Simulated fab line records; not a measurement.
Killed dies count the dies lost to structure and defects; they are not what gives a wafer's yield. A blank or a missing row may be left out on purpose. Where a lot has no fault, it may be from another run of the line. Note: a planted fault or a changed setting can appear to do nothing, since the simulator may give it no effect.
Chamber matching :: flow gf180mcu :: GF_V5_CMP_26 on cmp-01 has 4 sister chambers
The step polishes, stops on SiO2, t overpolish 15 s, target thk 0 nm. 4 wafers are shown with their chamber, then 8 later ones without.

## WAFERS PAIRED WITH THEIR CHAMBERS
wafer: L535.2
chamber: 1
motor_current_A (A): 11.3

wafer: L535.3
chamber: 2
motor_current_A (A): 10.7

wafer: L536.6
chamber: 3
motor_current_A (A): 13.1

wafer: L537.1
chamber: 0
motor_current_A (A): 10.0

## WAFERS MISSING THEIR CHAMBER
wafer: L537.3
motor_current_A (A): 13.5

wafer: L537.4
motor_current_A (A): 11.0

wafer: L538.1
motor_current_A (A): 10.3

wafer: L538.2
motor_current_A (A): 10.1

wafer: L538.3
motor_current_A (A): 12.5

wafer: L540.2
motor_current_A (A): 10.5

wafer: L540.3
motor_current_A (A): 11.6

wafer: L540.6
motor_current_A (A): 10.9

## WHICH CHAMBER EACH ONE RAN IN
wafer: L537.3
from the rows above: 3
in truth: 3

wafer: L537.4
from the rows above: can't be placed: 1 or 2
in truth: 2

wafer: L538.1
from the rows above: can't be placed: 0 or 2
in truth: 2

wafer: L538.2
from the rows above: can't be placed: 0 or 2
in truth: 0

wafer: L538.3
from the rows above: can't be placed: 3 or 1
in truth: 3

wafer: L540.2
from the rows above: can't be placed: 2 or 0 or 1
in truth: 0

wafer: L540.3
from the rows above: can't be placed: 1 or 2
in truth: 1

wafer: L540.6
from the rows above: can't be placed: 2 or 1
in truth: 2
Correctly placed: 1 of 8. Cannot be placed on the basis of these rows: 7; the candidates contain the true chamber in 7. Wrongly placed: 0.
How it was worked out, from the rows above alone: a wafer's distance from a chamber is the root of the sum, over the readings, of the square of ((its reading less the chamber's mean) divided by the reading's scatter). The wafer belongs to the nearest chamber; if the next one is less than 2 further off, it can't be placed. The mean given for a chamber averages the wafers shown for that chamber. The scatter (one wafer shown for each chamber): square how far every hidden wafer sits from the nearest shown wafer, average those squares and take the square root.
